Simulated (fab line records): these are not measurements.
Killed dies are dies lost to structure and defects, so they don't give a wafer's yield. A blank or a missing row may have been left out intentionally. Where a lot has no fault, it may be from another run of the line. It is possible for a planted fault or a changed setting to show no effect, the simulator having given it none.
Problem report, 8D (eight disciplines) form, completed by code -- flow sky130 -- the parts of the form that need people (team, actions taken, sign-off) are left out

== 1. THE ISSUE ==
Wafers free of any fault read 189.2 (standard deviation 1.6) for VT_ADJUST_LVTN_2_TW at SKY_VT_ADJUST_LVTN_TW_MEAS_21, against a mean of 104.0 on 6 wafers of 2 lots. That is -53 standard deviations from the usual mean.
Seen first at day 12 04:52 on film_metro-04, wafer L605.2. Wafers with a number at this step in the record: 39, from 13 lots. The rule behind "out" and "out of limits": a value lying over 4 standard deviations away from the usual mean. All remaining wafers that have a number are taken as sound.

== 2. WHAT IT IS AND WHAT IT IS NOT ==
question,is,is not
which readings at this step,VT_ADJUST_LVTN_2_TW,-
which lots,"L605, L606","L589, L591, L592, L594, L596, L602, L607, L608, L609, L610, L611"
which wafers of those lots,all that have a number,-
read on which gauges,"film_metro-03, film_metro-04",film_metro-01
when,from day 12 04:52,"up to then (18 sound wafers); but 15 sound wafers of L607, L608, L609, L610, L611 came after"

== 3. WHAT RULES OUT EACH SUSPECT ==
Counting: a tool at any process step up to the reading remains a suspect when it ran all the lots that are out and ran no sound lot after the first of those.
- the gauge at SKY_VT_ADJUST_LVTN_TW_MEAS_21 has been ruled out. 2 gauges (film_metro-03, film_metro-04) read the wafers that are out.
- implanter-04 at SKY_VT_ADJUST_LVTN_IMPLANT_19: kept. All lots that are out passed through it, beginning with L605 at day 12 04:38, and no sound lot followed; its final sound lot before that point was L602 at day 11 11:26. Its own dose_ions_cm2, faraday_current_uA readings are out on those wafers.
After counting, what remains is implanter-04 at SKY_VT_ADJUST_LVTN_IMPLANT_19.

== 4. THE CAUSE (what the simulator had put in) ==
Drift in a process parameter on implanter-04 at SKY_VT_ADJUST_LVTN_IMPLANT_19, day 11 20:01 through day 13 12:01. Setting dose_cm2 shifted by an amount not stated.
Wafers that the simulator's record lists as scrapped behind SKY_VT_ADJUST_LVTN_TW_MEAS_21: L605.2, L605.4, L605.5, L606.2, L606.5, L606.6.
Counting left only this tool.

== 5. SEQUENCE OF EFFECTS, ordered by route ==
Rows list readings where the struck wafers' mean (over those with a number) sits beyond 3 standard deviations from the usual. Only readings for which the record gives a usual standard deviation are gone through. hours: the time from each lot's start at the first step in this table that gives one to its start at this step, as a median over the lots. sigmas: the change in usual standard deviations.
hours,step,reading,usual,on struck wafers,change,sigmas
0,SKY_VT_ADJUST_LVTN_IMPLANT_19,dose_ions_cm2,6.5e+11,6.5e+10,-5.9e+11,-99 or more
0,SKY_VT_ADJUST_LVTN_IMPLANT_19,faraday_current_uA,3.67,0.37,-3.30,-47
0,SKY_VT_ADJUST_LVTN_TW_MEAS_21,VT_ADJUST_LVTN_2_TW,189.2,104.0,-85.2,-53
The process steps in it:
- SKY_VT_ADJUST_LVTN_IMPLANT_19

== 6. WHAT WOULD HAVE CAUGHT IT SOONER ==
The first out-of-limits reading at a measuring or inspecting step in this record came at day 12 04:52, 9 hours after the fault's start at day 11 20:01.
The tool's own readings at SKY_VT_ADJUST_LVTN_IMPLANT_19 were out on every struck wafer that the step has a row for (dose_ions_cm2, faraday_current_uA): an alarm limit on them would have fired on the first of those.
L606, from the lots that are out (2), started SKY_VT_ADJUST_LVTN_IMPLANT_19 on implanter-04 later than day 12 04:52. It would have been spared by a hold on the tool at that moment.
